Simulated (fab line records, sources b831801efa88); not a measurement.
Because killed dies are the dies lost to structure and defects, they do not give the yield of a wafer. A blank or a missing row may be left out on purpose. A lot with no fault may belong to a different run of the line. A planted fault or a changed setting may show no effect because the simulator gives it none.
Check for tools in common :: flow sky130 :: 30 wafers sampled across 10 lots

REASON FOR OPENING
Of 10 lots, 2 have the reading POLY_GATE_OXIDATION_THK flagged at SKY_POLY_GATE_THK_MEAS_21. Wafers without a fault read 4.02 nm, standard deviation 0.076.
Rule: a lot is flagged when every wafer of it that has a number lies more than 4 standard deviations from that mean, or none has a number. As for the other lots, they are considered sound.

lot: L331
measured: day 16 15:34
on: film metro-03
POLY_GATE_OXIDATION_THK (nm), wafer by wafer: 4.00 4.01 4.02
flag: 

lot: L332
measured: day 17 08:15
on: film metro-02
POLY_GATE_OXIDATION_THK (nm), wafer by wafer: 4.01 4.01 3.90
flag: 

lot: L334
measured: day 18 12:16
on: film metro-02
POLY_GATE_OXIDATION_THK (nm), wafer by wafer: 3.96 4.06 3.87
flag: 

lot: L338
measured: day 20 02:56
on: film metro-02
POLY_GATE_OXIDATION_THK (nm), wafer by wafer: 3.97 3.91 3.90
flag: 

lot: L340
measured: day 20 12:22
on: film metro-03
POLY_GATE_OXIDATION_THK (nm), wafer by wafer: 3.96 3.97 3.97
flag: 

lot: L342
measured: day 21 02:22
on: film metro-01
POLY_GATE_OXIDATION_THK (nm), wafer by wafer: 2.63 2.71 2.68
flag: FLAGGED

lot: L343
measured: day 21 10:03
on: film metro-03
POLY_GATE_OXIDATION_THK (nm), wafer by wafer: 2.76 2.77 2.81
flag: FLAGGED

lot: L347
measured: day 23 06:53
on: film metro-03
POLY_GATE_OXIDATION_THK (nm), wafer by wafer: 4.03 3.96 3.97
flag: 

lot: L346
measured: day 23 08:30
on: film metro-01
POLY_GATE_OXIDATION_THK (nm), wafer by wafer: 4.00 4.02 4.11
flag: 

lot: L352
measured: day 24 13:50
on: film metro-03
POLY_GATE_OXIDATION_THK (nm), wafer by wafer: 4.18 4.09 4.00
flag: 
The mean of the flagged lots' numbers is 2.73 nm, -1.29 nm from the usual (-17 standard deviations).

TOOL THAT RAN EACH LOT
The record keeps 1 process step preceding the reading, out of 708 steps on the route. Every cell lists first the tool, next ch and the chambers used by the sampled wafers, and last the start.
lot: L331
flag: 
SKY_POLY_GATE_OXIDATION_20: furnace-02 ch 0, day 16 14:19

lot: L332
flag: 
SKY_POLY_GATE_OXIDATION_20: furnace-02 ch 0, day 17 07:00

lot: L334
flag: 
SKY_POLY_GATE_OXIDATION_20: furnace-01 ch 0, day 18 11:01

lot: L338
flag: 
SKY_POLY_GATE_OXIDATION_20: furnace-01 ch 0, day 20 01:34

lot: L340
flag: 
SKY_POLY_GATE_OXIDATION_20: furnace-01 ch 0, day 20 11:07

lot: L342
flag: FLAGGED
SKY_POLY_GATE_OXIDATION_20: furnace-01 ch 0, day 21 01:05

lot: L343
flag: FLAGGED
SKY_POLY_GATE_OXIDATION_20: furnace-01 ch 0, day 21 08:47

lot: L347
flag: 
SKY_POLY_GATE_OXIDATION_20: furnace-02 ch 0, day 23 05:38

lot: L346
flag: 
SKY_POLY_GATE_OXIDATION_20: furnace-02 ch 0, day 23 07:14

lot: L352
flag: 
SKY_POLY_GATE_OXIDATION_20: furnace-02 ch 0, day 24 12:35
What these steps do:
- SKY_POLY_GATE_OXIDATION_20: stabilise 600 s, purge 300 s, target thk 4 nm.
- SKY_POLY_GATE_THK_MEAS_21

FLAGGED AGAINST TOTAL, ONE TOOL AT A TIME (gauges that did the reading follow at the end)
step: SKY_POLY_GATE_OXIDATION_20
tool: furnace-01
lots run: 5
flagged: 2
share of the flagged lots: all
sound lots run after its first flagged lot: 0

step: SKY_POLY_GATE_OXIDATION_20
tool: furnace-02
lots run: 5
flagged: 0
share of the flagged lots: none
sound lots run after its first flagged lot: -

step: SKY_POLY_GATE_THK_MEAS_21
tool: film metro-01
lots run: 2
flagged: 1
share of the flagged lots: some
sound lots run after its first flagged lot: 1 (L346)

step: SKY_POLY_GATE_THK_MEAS_21
tool: film metro-02
lots run: 3
flagged: 0
share of the flagged lots: none
sound lots run after its first flagged lot: -

step: SKY_POLY_GATE_THK_MEAS_21
tool: film metro-03
lots run: 5
flagged: 1
share of the flagged lots: some
sound lots run after its first flagged lot: 2 (L347,L352)

WHAT THE TABLE PERMITS
1 row of the table ran every flagged lot: furnace-01 at SKY_POLY_GATE_OXIDATION_20.
- furnace-01 at SKY_POLY_GATE_OXIDATION_20 ran 5 lots, 2 of them flagged. It ran its last sound lot, L340, at day 20 11:07 and its first flagged lot, L342, at day 21 01:05: a fault with its onset between the two fits. Its own readings lie more than 4 standard deviations out on every wafer of the flagged lots: spike tc bottom C, spike tc centre C, spike tc lower C, spike tc top C, spike tc upper C, tube center temp C, tube_center_temp_C_max, zone power bottom pct.
One tool is left: furnace-01 at SKY_POLY_GATE_OXIDATION_20.

WHAT WAS PUT IN BY THE SIMULATOR
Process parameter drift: furnace-01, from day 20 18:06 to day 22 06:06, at SKY_POLY_GATE_OXIDATION_20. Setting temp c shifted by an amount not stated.
Struck lots among those shown: L342, L343. The rule above found the same.
